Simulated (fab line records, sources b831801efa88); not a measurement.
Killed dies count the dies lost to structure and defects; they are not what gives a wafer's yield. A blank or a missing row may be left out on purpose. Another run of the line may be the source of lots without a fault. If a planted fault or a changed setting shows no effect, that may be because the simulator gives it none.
Problem report in the 8D (eight disciplines) form, filled by code / flow sky130 / the parts of the form that need people (team, actions taken, sign-off) are left out

## 1. WHAT IS WRONG
Wafers free of any fault read 1470 (standard deviation 8.2) for LDD_LDN_TW at SKY_LDD_LDN_TW_MEAS_13, against a mean of 1363 on 6 wafers of 2 lots. That is -13 standard deviations from the usual mean.
The first sign was on wafer L181.3 at day 27 11:13, on film_metro-01. The record holds 36 wafers of 12 lots with a number at this step. The rule behind "out" and "out of limits": a value lying over 4 standard deviations away from the usual mean. The rest of the wafers with a number are treated as sound.

## 2. WHAT THIS IS AND IS NOT
question=which readings at this step | is=LDD_LDN_TW | is not=-
question=which lots | is=L181, L182 | is not=L170, L171, L173, L174, L178, L183, L185, L186, L190, L191
question=which wafers of those lots | is=all that have a number | is not=-
question=read on which gauges | is=film_metro-01, film_metro-02 | is not=film_metro-04
question=when | is=from day 27 11:13 | is not=up to then (15 sound wafers); but 15 sound wafers of L183, L185, L186, L190, L191 came after

## 3. WHAT RULES OUT EACH SUSPECT
Counting: any tool at a process step up to the reading is kept as a suspect provided that every lot that is out went through it and no sound lot did after the first of them.
- the gauge at SKY_LDD_LDN_TW_MEAS_13 is ruled out. The wafers that are out were read on 2 gauges (film_metro-01, film_metro-02).
- implanter-04 at SKY_LDD_LDN_IMPLANT_08: ruled out as a lasting fault. Sound lots L190, L191 ran on it after its first lot that is out, L181 (day 27 10:32).
Left after counting: nothing in the record.

## 4. THE CAUSE (what the simulator had put in)
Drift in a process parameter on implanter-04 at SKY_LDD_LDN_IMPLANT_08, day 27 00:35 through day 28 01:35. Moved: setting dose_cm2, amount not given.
It was ruled out by counting, in error; the rule expects a fault to strike all lots run on its tool from its start on, and this fault did not.

## 5. THE EFFECT CHAIN, in route order
Each row: a reading whose mean over the struck wafers that have a number lies more than 3 standard deviations from the usual. Only readings for which the record gives a usual standard deviation are gone through. hours: the time from each lot's start at the first step in this table that gives one to its start at this step, as a median over the lots. sigmas: the change in usual standard deviations.
hours=0; step=SKY_LDD_LDN_IMPLANT_08; reading=dose_ions_cm2; usual=1.2499e+13; on struck wafers=1.2515e+12; change=-1.1248e+13; sigmas=-99 or more
hours=0; step=SKY_LDD_LDN_IMPLANT_08; reading=faraday_current_uA; usual=70.4; on struck wafers=7.1; change=-63.3; sigmas=-42
hours=1; step=SKY_LDD_LDN_TW_MEAS_13; reading=LDD_LDN_TW; usual=1470; on struck wafers=1363; change=-107; sigmas=-13
Its process steps:
- SKY_LDD_LDN_IMPLANT_08
Later measuring or inspecting steps at which every struck wafer that the step has a row for has a number for every such reading, and none has moved that far: SKY_POLY_CUT_CD_MEAS_08.

## 6. WHAT WOULD HAVE CAUGHT IT SOONER
The first out-of-limits reading at a measuring or inspecting step in this record came at day 27 11:13, 11 hours after the fault's start at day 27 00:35.
The tool's own readings at SKY_LDD_LDN_IMPLANT_08 were out on every struck wafer that the step has a row for (dose_ions_cm2, faraday_current_uA): an alarm limit on them would have fired on the first of those.
